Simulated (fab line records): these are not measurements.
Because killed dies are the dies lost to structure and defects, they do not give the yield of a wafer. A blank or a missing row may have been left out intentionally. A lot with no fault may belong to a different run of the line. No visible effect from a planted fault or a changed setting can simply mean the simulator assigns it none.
fab line records | flow sky130
[record] lots = 7 | wafers = 21 | last_day = 50
route steps=708 shown SONOS_ONO@186 GATE_OXIDE@187 PAD_OPEN@708
lots untouched by any fault: they come from a run of this same line in which no faults occurred
start_h: start of the lot's first displayed wafer, in hours after the record's first day | wait_h: time in hours since the lot's previous step | " the same as in the row above | L1.1+2: several wafers, shown together as one row | - no value, or no start was given | * or withheld: withheld | < > ~ a bound
route shown NAME@n: names a module that has steps shown in the file, with the first one's number in the route | usual: average and standard deviation across the fault-free wafers | same: alike in all rows | chamber/n: place in a boat | sites: readings site by site | _std_site: standard deviation of those values | _edge_site: inner sites' mean taken away from outer sites' mean | radius_mm: for every site, how far away it sits from the centre of the wafer | mask NAME#n: copy n | behind: the most recent tool/chamber to have shaped the wafer | hold: the reason the lot was held/the length of the hold in hours/how it ended | device: which transistor (n, p or np) failed to switch | end of line: the same wafers' tests at the end of the route | where a step has no rows: the recipe by itself | killed: the dies lost at the first sort to structure and to defects; this is not the yield of the wafer | map: per-die view of a wafer (x killed, . not killed, _ where there is no die)
set.NAME: the setting the step ran with; set.NAME@STEP: the setting that earlier step ran with | model.NAME: the simulator's own value behind a step, which no gauge read
lots at selected steps of the route; one table per step, one row per wafer
services: a tool's chamber out of use, with start hour (start_h, from the record's first day; less than 0 if before it), hours out, and reason
[[steps]]
[step SKY_SONOS_ONO_WET_ETCH_18]
[recipe] chemistry = H3PO4 | target_depth_nm = 15 | target = Si3N4 | temp_c = 160 | time_s = 172
[step SKY_GATE_OXIDE_CLEAN_00]
[recipe] chemistry = SC1/SC2 | mix = 1:4:20 | temp_c = 70 | time_s = 150 | dry = n2_spin
[step SKY_GATE_OXIDE_OXIDATION_01]
[recipe] temp_c = 900 | ambient = O2 | stabilise_s = 600 | purge_s = 300 | target_thk_a = 102.68 | ox_time_s = 1473
[step SKY_GATE_OXIDE_THK_MEAS_02]
[recipe] reads = SiO2_of_GATE_OXIDE_OXIDATION_01
[usual] GATE_OXIDE_OXIDATION_00_THK = 10.22/0.2
lot.wafer | tool          | chamber | start_h | wait_h | GATE_OXIDE_OXIDATION_00_THK[nm]
L105.4    | film_metro-03 | -       | 344.58  | 0.0    | 10.22
L105.5    | "             | -       | "       | "      | 10.09
L105.6    | "             | -       | "       | "      | 10.20
L107.1    | film_metro-03 | -       | 355.57  | 0.0    | 10.41
L107.2    | "             | -       | "       | "      | 10.31
L107.3    | "             | -       | "       | "      | 10.33
L108.1    | film_metro-01 | -       | 362.85  | 0.0    | 10.39
L108.3    | "             | -       | "       | "      | 10.43
L108.4    | "             | -       | "       | "      | 10.33
L111.1    | film_metro-01 | -       | 387.05  | 0.0    | 10.18
L111.4    | "             | -       | "       | "      | 10.12
L111.6    | "             | -       | "       | "      | 10.01
L115.1    | film_metro-01 | -       | 421.79  | 0.0    | 9.82
L115.2    | "             | -       | "       | "      | 9.59
L115.5    | "             | -       | "       | "      | 9.68
L116.1    | film_metro-02 | -       | 428.95  | 0.0    | 10.10
L116.3    | "             | -       | "       | "      | 10.12
L116.5    | "             | -       | "       | "      | 10.23
L121.2    | film_metro-02 | -       | 470.61  | 0.0    | 10.37
L121.5    | "             | -       | "       | "      | 10.22
L121.6    | "             | -       | "       | "      | 10.25
[step SKY_GATE_OXIDE_DEHYDRATE_03]
[recipe] temp_c = 200 | time_s = 60
[step SKY_GATE_OXIDE_HMDS_04]
[recipe] prime_time_s = 60 | prime_temp_c = 120
[step SKY_GATE_OXIDE_COAT_05]
[recipe] resist = NOVOLAK | spin_rpm = 3000 | resist_thk_nm = 1140
[step SKY_GATE_OXIDE_SOFTBAKE_06]
[recipe] temp_c = 90 | time_s = 60 | resist = NOVOLAK
[step SKY_GATE_OXIDE_EXPOSE_07]
[recipe] mask_id = LVOM | na = 0.6 | source_shape = conventional | sigma_outer = 0.6 | polarization = unpolarized | target_cd_nm = 600 | dose_mj = 166.3
[step SKY_GATE_OXIDE_PEB_08]
[recipe] temp_c = withheld | time_s = * | resist = NOVOLAK
[step SKY_GATE_OXIDE_DEVELOP_09]
[recipe] resist = NOVOLAK | developer = TMAH | develop_time_s = 60 | dev_temp_c = 23
[step SKY_GATE_OXIDE_OVL_MEAS_10]
[usual] GATE_OXIDE_OVL = 0.2/1.5
lot.wafer | tool       | chamber | start_h | wait_h | GATE_OXIDE_OVL[nm]
L105.4    | overlay-01 | -       | 371.20  | 0.1    | 2.1
L105.5    | "          | -       | "       | "      | 1.7
L105.6    | "          | -       | "       | "      | 2.4
L107.1    | overlay-01 | -       | 383.53  | 0.1    | 2.9
L107.2    | "          | -       | "       | "      | 0.5
L107.3    | "          | -       | "       | "      | 1.6
L108.1    | overlay-01 | -       | 391.43  | 0.1    | 4.4
L108.3    | "          | -       | "       | "      | 1.8
L108.4    | "          | -       | "       | "      | 3.4
L111.1    | overlay-01 | -       | 417.08  | 0.1    | 0.5
L111.4    | "          | -       | "       | "      | 1.1
L111.6    | "          | -       | "       | "      | 0.8
L115.1    | overlay-02 | -       | 453.32  | 0.1    | 0.3
L115.2    | "          | -       | "       | "      | -0.9
L115.5    | "          | -       | "       | "      | -1.5
L116.1    | overlay-01 | -       | 459.88  | 0.1    | 1.9
L116.3    | "          | -       | "       | "      | 3.7
L116.5    | "          | -       | "       | "      | 2.4
L121.2    | overlay-02 | -       | 500.88  | 0.1    | -0.9
L121.5    | "          | -       | "       | "      | -1.5
L121.6    | "          | -       | "       | "      | -0.8
[step SKY_GATE_OXIDE_IMPLANT_11]
[recipe] species = B | energy_kev = 10 | dose_cm2 = 2.6e+12 | tilt_deg = withheld
[usual] beam_energy_keV = 9.9996/0.003 | end_station_pressure_torr = 5.03e-06/2.8e-07 | faraday_current_uA = 14.70/0.28
lot.wafer | tool         | chamber | start_h | wait_h | beam_energy_keV | end_station_pressure_torr | faraday_current_uA | model.implant.rp_nm | model.implant.drp_nm
L105.4    | implanter-02 | 0       | 371.30  | 0.1    | 8.4626          | 5.09e-06                  | 15.06              | 28.55               | 15.23
L105.5    | "            | 0       | "       | "      | 8.4638          | 4.69e-06                  | 13.98              | 28.55               | 15.23
L105.6    | "            | 0       | "       | "      | 8.4638          | 4.9e-06                   | 14.70              | 28.55               | 15.23
L107.1    | implanter-02 | 0       | 383.57  | 0.0    | 8.4604          | 5.33e-06                  | 14.56              | 29.11               | 15.23
L107.2    | "            | 0       | "       | "      | 8.4623          | 4.94e-06                  | 14.50              | 29.11               | 15.23
L107.3    | "            | 0       | "       | "      | 8.4625          | 5.34e-06                  | 14.97              | 29.11               | 15.23
L108.1    | implanter-02 | 0       | 391.46  | 0.0    | 8.4658          | 4.45e-06                  | 15.17              | 28.26               | 15.23
L108.3    | "            | 0       | "       | "      | 8.4679          | 4.4e-06                   | 14.57              | 28.26               | 15.23
L108.4    | "            | 0       | "       | "      | 8.4676          | 4.78e-06                  | 14.39              | 28.26               | 15.23
L111.1    | implanter-04 | 0       | 417.12  | 0.0    | 9.9965          | 4.79e-06                  | 14.77              | 32.37               | 17.11
L111.4    | "            | 0       | "       | "      | 9.9976          | 4.95e-06                  | 13.78              | 32.37               | 17.11
L111.6    | "            | 0       | "       | "      | 9.9994          | 5.31e-06                  | 15.12              | 32.37               | 17.11
L115.1    | implanter-03 | 0       | 453.36  | 0.0    | 9.9986          | 5.22e-06                  | 14.85              | 34.82               | 17.11
L115.2    | "            | 0       | "       | "      | 10.001          | 5.04e-06                  | 14.98              | 34.82               | 17.11
L115.5    | "            | 0       | "       | "      | 9.9968          | 5.03e-06                  | 14.68              | 34.82               | 17.11
L116.1    | implanter-02 | 0       | 459.92  | 0.0    | 10.005          | 4.86e-06                  | 14.58              | 33.1                | 17.11
L116.3    | "            | 0       | "       | "      | 10.000          | 5.02e-06                  | 14.88              | 33.1                | 17.11
L116.5    | "            | 0       | "       | "      | 10.002          | 4.78e-06                  | 14.75              | 33.1                | 17.11
L121.2    | implanter-02 | 0       | 500.94  | 0.0    | 10.003          | 4.92e-06                  | 14.78              | 32.26               | 17.11
L121.5    | "            | 0       | "       | "      | 9.9995          | 5.09e-06                  | 14.81              | 32.26               | 17.11
L121.6    | "            | 0       | "       | "      | 10.002          | 4.87e-06                  | 14.46              | 32.26               | 17.11
[step SKY_GATE_OXIDE_WET_ETCH_12]
[recipe] chemistry = dHF | target_depth_nm = 16.8 | dry = n2_spin | target = SiO2 | dilution = 100:1 | temp_c = 25 | time_s = 336
[step SKY_GATE_OXIDE_STRIP_13]
[recipe] chemistry = O2/N2 | power_w = 1400 | pressure_mtorr = 1500 | platen_temp_c = withheld | o2_flow_sccm = 3000 | n2_flow_sccm = 300 | overash_fraction = 0.5
[usual] drypump_motor_current_A = 5.7/0.46 | oes_product_au = 0.716/0.0045 | strip_time_to_endpoint_s = 14.20/0.046
lot.wafer | tool            | chamber | start_h | wait_h | drypump_motor_current_A | oes_product_au | rf_hours_counter_h | strip_time_to_endpoint_s
L105.4    | plasma_asher-01 | 0       | 371.51  | 0.0    | 5.1                     | 0.719          | -                  | 14.18
L105.5    | "               | 0       | "       | "      | 5.1                     | 0.713          | -                  | 14.19
L105.6    | "               | 1       | "       | "      | 5.6                     | 0.712          | -                  | 14.18
L107.1    | plasma_asher-02 | 0       | 383.82  | 0.0    | 6.4                     | 0.714          | 55                 | 14.19
L107.2    | "               | 1       | "       | "      | 5.8                     | 0.711          | 55                 | 14.19
L107.3    | "               | 0       | "       | "      | 6.4                     | 0.707          | -                  | 14.19
L108.1    | plasma_asher-01 | 0       | 391.72  | 0.0    | 5.1                     | 0.717          | 27                 | 14.13
L108.3    | "               | 0       | "       | "      | 5.1                     | 0.718          | -                  | 14.16
L108.4    | "               | 1       | "       | "      | 5.6                     | 0.718          | -                  | 14.17
L111.1    | plasma_asher-03 | 0       | 417.37  | 0.0    | 6.3                     | 0.723          | 72                 | 14.24
L111.4    | "               | 1       | "       | "      | 5.4                     | 0.718          | -                  | 14.21
L111.6    | "               | 1       | "       | "      | 5.4                     | 0.714          | -                  | 14.18
L115.1    | plasma_asher-02 | 1       | 453.62  | 0.0    | 5.8                     | 0.720          | 62                 | 14.24
L115.2    | "               | 0       | "       | "      | 6.4                     | 0.718          | 62                 | 14.28
L115.5    | "               | 0       | "       | "      | 6.4                     | 0.715          | -                  | 14.17
L116.1    | plasma_asher-01 | 1       | 460.18  | 0.0    | 5.6                     | 0.709          | 34                 | 14.28
L116.3    | "               | 1       | "       | "      | 5.6                     | 0.706          | -                  | 14.30
L116.5    | "               | 0       | "       | "      | 5.0                     | 0.722          | -                  | 14.31
L121.2    | plasma_asher-01 | 1       | 501.16  | 0.0    | 5.6                     | 0.712          | 39                 | 14.23
L121.5    | "               | 1       | "       | "      | 5.6                     | 0.718          | -                  | 14.23
L121.6    | "               | 0       | "       | "      | 5.1                     | 0.718          | -                  | 14.22
[step SKY_GATE_OXIDE_TW_MEAS_14]
[usual] GATE_OXIDE_TW = 224.0/1.4
lot.wafer | tool          | chamber | start_h | wait_h | GATE_OXIDE_TW
L105.4    | film_metro-03 | -       | 371.60  | 0.1    | 214.0
L105.5    | "             | -       | "       | "      | 214.1
L105.6    | "             | -       | "       | "      | 213.8
L107.1    | film_metro-03 | -       | 383.92  | 0.1    | 213.7
L107.2    | "             | -       | "       | "      | 214.2
L107.3    | "             | -       | "       | "      | 214.3
L108.1    | film_metro-01 | -       | 391.82  | 0.1    | 218.7
L108.3    | "             | -       | "       | "      | 217.1
L108.4    | "             | -       | "       | "      | 218.3
L111.1    | film_metro-02 | -       | 417.47  | 0.1    | 225.0
L111.4    | "             | -       | "       | "      | 225.8
L111.6    | "             | -       | "       | "      | 225.5
L115.1    | film_metro-02 | -       | 453.72  | 0.1    | 225.1
L115.2    | "             | -       | "       | "      | 223.8
L115.5    | "             | -       | "       | "      | 224.3
L116.1    | film_metro-03 | -       | 460.28  | 0.1    | 223.7
L116.3    | "             | -       | "       | "      | 223.0
L116.5    | "             | -       | "       | "      | 222.3
L121.2    | film_metro-02 | -       | 501.27  | 0.1    | 223.7
L121.5    | "             | -       | "       | "      | 224.1
L121.6    | "             | -       | "       | "      | 223.5
[step SKY_GATE_OXIDE_CLEAN_15]
[recipe] chemistry = SC1/SC2 | mix = 1:4:20 | temp_c = 70 | time_s = 150 | dry = n2_spin
[step SKY_PAD_OPEN_PROBE_99]
[usual] killed_at_M0_to_M3 = 44/7 | killed_at_M4_up = 3.0/1.8 | killed_at_contacts = 24/4.9 | killed_at_front_end = 15/5 | killed_at_other = 0.2/0.53 | killed_dies = 87/8.7 | killed_on_rim = 17/4 | killed_open = 48/6.8 | killed_short = 39/5.7
[same] gross_dies = 492 | killed_at_back_side = 0
lot.wafer | tool      | chamber | start_h | wait_h | killed_at_M0_to_M3 | killed_at_M4_up | killed_at_contacts | killed_at_front_end | killed_at_other | killed_dies | killed_on_rim | killed_open | killed_short | model.etest.pfet_01v8_lvt.drive_ua_um | model.etest.pfet_01v8_lvt.off_log10_a_um | model.etest.pfet_01v8_lvt.vt_sat_v | model.etest.pfet_01v8_lvt.vt_v | model.etest.pfet_01v8_lvt.vt_long_v | model.etest.nfet_01v8_lvt.vt_long_v | model.etest.pfet_01v8_lvt.body_rise_v | model.etest.pfet_01v8.body_rise_v
L105.4    | prober-02 | -       | 1120.75 | 0.2    | 38                 | 4               | 27                 | 12                  | 0               | 81          | 19            | 34          | 47           | 169.1                                 | -9.893                                   | -0.4916                            | -0.5743                        | -0.6863                             | 0.4451                              | -0.1936                               | -0.1901
L105.5    | prober-02 | -       | 1120.80 | 0.2    | 34                 | 3               | 25                 | 19                  | 0               | 81          | 12            | 44          | 37           | 170.6                                 | -9.723                                   | -0.4914                            | -0.5704                        | -0.6851                             | 0.4425                              | -0.1926                               | -0.1899
L105.6    | prober-02 | -       | 1120.85 | 0.2    | 40                 | 1               | 18                 | 16                  | 0               | 75          | 15            | 43          | 32           | 170.8                                 | -9.746                                   | -0.4931                            | -0.5721                        | -0.688                              | 0.4495                              | -0.1938                               | -0.1915
L107.1    | prober-02 | -       | 1130.10 | 0.1    | 46                 | 3               | 29                 | 10                  | 0               | 88          | 16            | 55          | 33           | 171.6                                 | -9.83                                    | -0.5011                            | -0.579                         | -0.6913                             | 0.4419                              | -0.1917                               | -0.189
L107.2    | prober-02 | -       | 1130.15 | 0.1    | 49                 | 1               | 21                 | 11                  | 0               | 82          | 14            | 52          | 30           | 171                                   | -9.994                                   | -0.4993                            | -0.5814                        | -0.6885                             | 0.4463                              | -0.1944                               | -0.1886
L107.3    | prober-02 | -       | 1130.20 | 0.2    | 47                 | 1               | 26                 | 14                  | 0               | 88          | 22            | 53          | 35           | 172.7                                 | -9.796                                   | -0.4965                            | -0.5747                        | -0.6876                             | 0.4411                              | -0.1931                               | -0.1855
L108.1    | prober-01 | -       | 1136.40 | 0.1    | 42                 | 3               | 28                 | 18                  | 0               | 91          | 20            | 47          | 44           | 167.6                                 | -10.15                                   | -0.5113                            | -0.5902                        | -0.6991                             | 0.4381                              | -0.1906                               | -0.1886
L108.3    | prober-01 | -       | 1136.50 | 0.2    | 44                 | 2               | 22                 | 12                  | 1               | 81          | 17            | 46          | 35           | 171                                   | -10.02                                   | -0.5093                            | -0.5891                        | -0.7017                             | 0.4324                              | -0.1867                               | -0.1858
L108.4    | prober-01 | -       | 1136.55 | 0.2    | 35                 | 1               | 27                 | 20                  | 0               | 83          | 7             | 43          | 40           | 170                                   | -10.12                                   | -0.5083                            | -0.5839                        | -0.6971                             | 0.4413                              | -0.1898                               | -0.1878
L111.1    | prober-02 | -       | 1150.57 | 0.1    | 49                 | 2               | 23                 | 10                  | 0               | 84          | 21            | 45          | 39           | 172.8                                 | -8.847                                   | -0.4421                            | -0.5292                        | -0.6487                             | 0.4436                              | -0.2054                               | -0.1882
L111.4    | prober-02 | -       | 1150.72 | 0.2    | 56                 | 5               | 26                 | 18                  | 0               | 105         | 22            | 54          | 50           | 173.1                                 | -8.972                                   | -0.4343                            | -0.52                          | -0.6417                             | 0.4458                              | -0.2053                               | -0.1872
L111.6    | prober-02 | -       | 1150.82 | 0.2    | 41                 | 2               | 10                 | 10                  | 0               | 63          | 15            | 33          | 30           | 172.2                                 | -8.764                                   | -0.4356                            | -0.5244                        | -0.6428                             | 0.448                               | -0.2059                               | -0.1872
L115.1    | prober-02 | -       | 1171.34 | 0.1    | 44                 | 1               | 17                 | 12                  | 0               | 74          | 15            | 44          | 30           | 176.9                                 | -8.628                                   | -0.4345                            | -0.5281                        | -0.6444                             | 0.4222                              | -0.2044                               | -0.1793
L115.2    | prober-02 | -       | 1171.39 | 0.1    | 41                 | 5               | 31                 | 12                  | 0               | 89          | 23            | 46          | 43           | 176.9                                 | -8.619                                   | -0.4304                            | -0.5242                        | -0.6401                             | 0.4288                              | -0.2052                               | -0.1813
L115.5    | prober-02 | -       | 1171.54 | 0.2    | 58                 | 2               | 20                 | 11                  | 1               | 92          | 13            | 48          | 44           | 179.2                                 | -8.605                                   | -0.4255                            | -0.5202                        | -0.6357                             | 0.4306                              | -0.2058                               | -0.18
L116.1    | prober-01 | -       | 1175.13 | 0.1    | 46                 | 1               | 16                 | 29                  | 1               | 93          | 23            | 56          | 37           | 176                                   | -8.61                                    | -0.4209                            | -0.5176                        | -0.6388                             | 0.4317                              | -0.2031                               | -0.1847
L116.3    | prober-01 | -       | 1175.23 | 0.2    | 39                 | 2               | 29                 | 16                  | 0               | 86          | 16            | 47          | 39           | 176.7                                 | -8.777                                   | -0.4204                            | -0.5174                        | -0.6383                             | 0.4353                              | -0.2008                               | -0.1852
L116.5    | prober-01 | -       | 1175.33 | 0.2    | 50                 | 2               | 18                 | 16                  | 0               | 86          | 16            | 53          | 33           | 177.9                                 | -8.581                                   | -0.4243                            | -0.5207                        | -0.6392                             | 0.4381                              | -0.1993                               | -0.184
L121.2    | prober-02 | -       | 1199.54 | 0.1    | 49                 | 2               | 18                 | 9                   | 0               | 78          | 18            | 47          | 31           | 171.6                                 | -8.953                                   | -0.4473                            | -0.5385                        | -0.6513                             | 0.4483                              | -0.2057                               | -0.1905
L121.5    | prober-02 | -       | 1199.69 | 0.2    | 35                 | 1               | 33                 | 13                  | 0               | 82          | 16            | 50          | 32           | 172                                   | -9.107                                   | -0.4479                            | -0.538                         | -0.6528                             | 0.4419                              | -0.2065                               | -0.1881
L121.6    | prober-02 | -       | 1199.74 | 0.2    | 41                 | 1               | 25                 | 18                  | 0               | 85          | 17            | 52          | 33           | 173.5                                 | -8.871                                   | -0.4451                            | -0.5347                        | -0.6516                             | 0.437                               | -0.2048                               | -0.187
// killed by level:class
L105.4 LOCAL_INTERCONNECT:geometric_particle:short=10 METAL1:geometric_particle:short=9 LI_CONTACT:geometric_particle:open=7 CONTACT:geometric_particle:open=6 VIA1:geometric_particle:open=6 VIA1:geometric_particle:short=5 METAL2:geometric_particle:short=5 METAL4:geometric_particle:short=4
L105.5 FIELD_ISO:geometric_particle:open=9 LI_CONTACT:geometric_particle:open=8 METAL2:geometric_particle:short=8 VIA2:geometric_particle:open=7 LOCAL_INTERCONNECT:geometric_particle:short=6 METAL1:geometric_particle:short=6 FIELD_ISO:geometric_particle:short=4 LI_CONTACT:geometric_particle:short=4
L105.6 VIA3:geometric_particle:open=10 VIA1:geometric_particle:open=8 CONTACT:geometric_particle:open=7 LI_CONTACT:geometric_particle:open=6 FIELD_ISO:geometric_particle:short=4 METAL2:geometric_particle:short=4 VIA2:geometric_particle:open=4 METAL3:geometric_particle:short=4
L107.1 VIA1:geometric_particle:open=13 CONTACT:geometric_particle:open=11 LI_CONTACT:geometric_particle:open=8 VIA3:geometric_particle:open=7 VIA2:geometric_particle:open=6 LOCAL_INTERCONNECT:geometric_particle:short=5 CONTACT:geometric_particle:short=4 VIA1:geometric_particle:short=4
L107.2 VIA1:geometric_particle:open=12 VIA2:geometric_particle:open=10 LI_CONTACT:geometric_particle:open=7 CONTACT:geometric_particle:open=6 CONTACT:geometric_particle:short=5 VIA1:geometric_particle:short=4 METAL2:geometric_particle:short=4 METAL2:geometric_particle:open=4
L107.3 CONTACT:geometric_particle:open=15 VIA1:geometric_particle:open=10 VIA2:geometric_particle:open=7 VIA3:geometric_particle:open=6 LI_CONTACT:geometric_particle:open=5 VIA1:geometric_particle:short=5 METAL3:geometric_particle:short=5 FIELD_ISO:geometric_particle:short=4
L108.1 VIA3:geometric_particle:open=10 VIA1:geometric_particle:open=9 CONTACT:geometric_particle:open=7 VIA2:geometric_particle:open=7 FIELD_ISO:geometric_particle:short=6 LI_CONTACT:geometric_particle:open=6 LOCAL_INTERCONNECT:geometric_particle:short=5 METAL2:geometric_particle:short=5
L108.3 VIA1:geometric_particle:open=13 VIA2:geometric_particle:open=11 CONTACT:geometric_particle:open=8 LI_CONTACT:geometric_particle:open=6 METAL1:geometric_particle:short=6 FIELD_ISO:geometric_particle:short=5 VIA3:geometric_particle:short=5 POLY_GATE:geometric_particle:open=3
L108.4 LI_CONTACT:geometric_particle:open=11 CONTACT:geometric_particle:open=7 FIELD_ISO:geometric_particle:short=6 CONTACT:geometric_particle:short=6 VIA3:geometric_particle:open=6 VIA1:geometric_particle:open=5 METAL2:geometric_particle:short=5 VIA3:geometric_particle:short=5
L111.1 CONTACT:geometric_particle:open=8 VIA1:geometric_particle:open=7 METAL1:geometric_particle:short=7 VIA1:geometric_particle:short=7 VIA3:geometric_particle:open=7 METAL2:geometric_particle:short=6 LI_CONTACT:geometric_particle:open=6 CONTACT:geometric_particle:short=5
L111.4 VIA1:geometric_particle:open=11 CONTACT:geometric_particle:open=9 VIA1:geometric_particle:short=8 VIA3:geometric_particle:open=7 METAL1:geometric_particle:short=7 VIA2:geometric_particle:open=7 FIELD_ISO:geometric_particle:open=6 METAL2:geometric_particle:short=6
L111.6 VIA1:geometric_particle:open=10 METAL2:geometric_particle:short=8 VIA3:geometric_particle:open=7 CONTACT:geometric_particle:open=4 VIA2:geometric_particle:open=4 VIA2:geometric_particle:short=4 FIELD_ISO:geometric_particle:short=3 FIELD_ISO:geometric_particle:open=3
L115.1 VIA1:geometric_particle:open=10 CONTACT:geometric_particle:open=8 VIA2:geometric_particle:open=8 LI_CONTACT:geometric_particle:open=6 VIA1:geometric_particle:short=6 FIELD_ISO:geometric_particle:open=4 FIELD_ISO:geometric_particle:short=4 METAL1:geometric_particle:short=4
L115.2 LI_CONTACT:geometric_particle:open=10 CONTACT:geometric_particle:open=8 METAL2:geometric_particle:short=7 VIA2:geometric_particle:open=7 VIA3:geometric_particle:open=7 VIA1:geometric_particle:open=6 LI_CONTACT:geometric_particle:short=5 VIA1:geometric_particle:short=5
L115.5 VIA1:geometric_particle:open=15 VIA1:geometric_particle:short=9 METAL2:geometric_particle:short=7 METAL1:geometric_particle:short=6 VIA2:geometric_particle:open=6 CONTACT:geometric_particle:open=5 METAL1:geometric_particle:open=5 CONTACT:geometric_particle:short=4
L116.1 VIA1:geometric_particle:open=11 VIA2:geometric_particle:open=9 CONTACT:geometric_particle:open=9 FIELD_ISO:geometric_particle:open=8 POLY_GATE:geometric_particle:open=8 POLY_GATE:geometric_particle:short=6 METAL2:geometric_particle:short=6 METAL1:geometric_particle:short=5
L116.3 LI_CONTACT:geometric_particle:open=12 VIA1:geometric_particle:open=9 VIA3:geometric_particle:open=7 CONTACT:geometric_particle:open=6 FIELD_ISO:geometric_particle:open=5 LOCAL_INTERCONNECT:geometric_particle:short=5 VIA1:geometric_particle:short=5 FIELD_ISO:geometric_particle:short=4
L116.5 VIA1:geometric_particle:open=17 LI_CONTACT:geometric_particle:open=8 VIA2:geometric_particle:open=8 VIA3:geometric_particle:open=5 FIELD_ISO:geometric_particle:open=4 POLY_GATE:geometric_particle:short=4 CONTACT:geometric_particle:short=4 VIA1:geometric_particle:short=4
L121.2 VIA1:geometric_particle:open=10 VIA3:geometric_particle:open=8 VIA2:geometric_particle:open=7 METAL2:geometric_particle:short=6 LI_CONTACT:geometric_particle:open=5 CONTACT:geometric_particle:open=5 VIA3:geometric_particle:short=5 VIA2:geometric_particle:short=4
L121.5 CONTACT:geometric_particle:open=11 LI_CONTACT:geometric_particle:open=9 LOCAL_INTERCONNECT:geometric_particle:short=8 VIA1:geometric_particle:open=8 VIA2:geometric_particle:open=6 FIELD_ISO:geometric_particle:open=4 VIA1:geometric_particle:short=4 METAL1:geometric_particle:short=4
L121.6 VIA1:geometric_particle:open=12 CONTACT:geometric_particle:open=11 VIA2:geometric_particle:open=8 CONTACT:geometric_particle:short=6 POLY_GATE:geometric_particle:short=5 LI_CONTACT:geometric_particle:open=5 METAL1:geometric_particle:short=5 VIA3:geometric_particle:short=5
[[services]]
tool            | chamber | start_h | hours | kind
implanter-04    | -       | 354.77  | 9.3   | repair
implanter-03    | -       | 360.27  | 1.9   | repair
implanter-03    | -       | 387.24  | 5.3   | repair
implanter-03    | -       | 412.92  | 0.9   | repair
implanter-02    | -       | 448.95  | 5.7   | repair
implanter-03    | -       | 458.69  | 2.9   | pm
plasma_asher-01 | -       | 464.44  | 0.6   | repair
plasma_asher-02 | -       | 490.29  | 15.6  | pm
implanter-03    | -       | 497.48  | 1.3   | repair
[[key]]
[first_sign] step = SKY_GATE_OXIDE_IMPLANT_11 | reading = beam_energy_keV | direction = down | sigmas = 99+ | usual = * | struck = *
[effect] step = SKY_GATE_OXIDE_TW_MEAS_14 | reading = GATE_OXIDE_TW | direction = down | sigmas = 6.3 | usual = 224.0 | struck = 215.3
[model_effect] step = SKY_GATE_OXIDE_IMPLANT_11 | value = implant.rp_nm | without = 32.82 | struck = 28.64
[model_effect] step = SKY_PAD_OPEN_PROBE_99 | value = etest.pfet_01v8_lvt.drive_ua_um | without = 175.1 | struck = 170.5
met_at SKY_GATE_OXIDE_IMPLANT_11
struck_wafers L105.4,L105.5,L105.6,L107.1,L107.2,L107.3,L108.1,L108.3,L108.4
tester_left_out L105,L107,L108
[fault] kind = process_parameter_drift | tool = implanter-02 | chamber = - | onset_h = 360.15 | steps = SKY_GATE_OXIDE_IMPLANT_11 | channel = energy_kev | offset = * | shape = step | end_h = 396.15 | acts_in = * | stated = *
// tester_left_out: of these lots the tester's yield and bins aren't shown, on N5 and GAA mostly nor the transistor test; their killed dies are dies lost to structure and defects alone, not to doping, threshold or leakage, so they don't give the yield
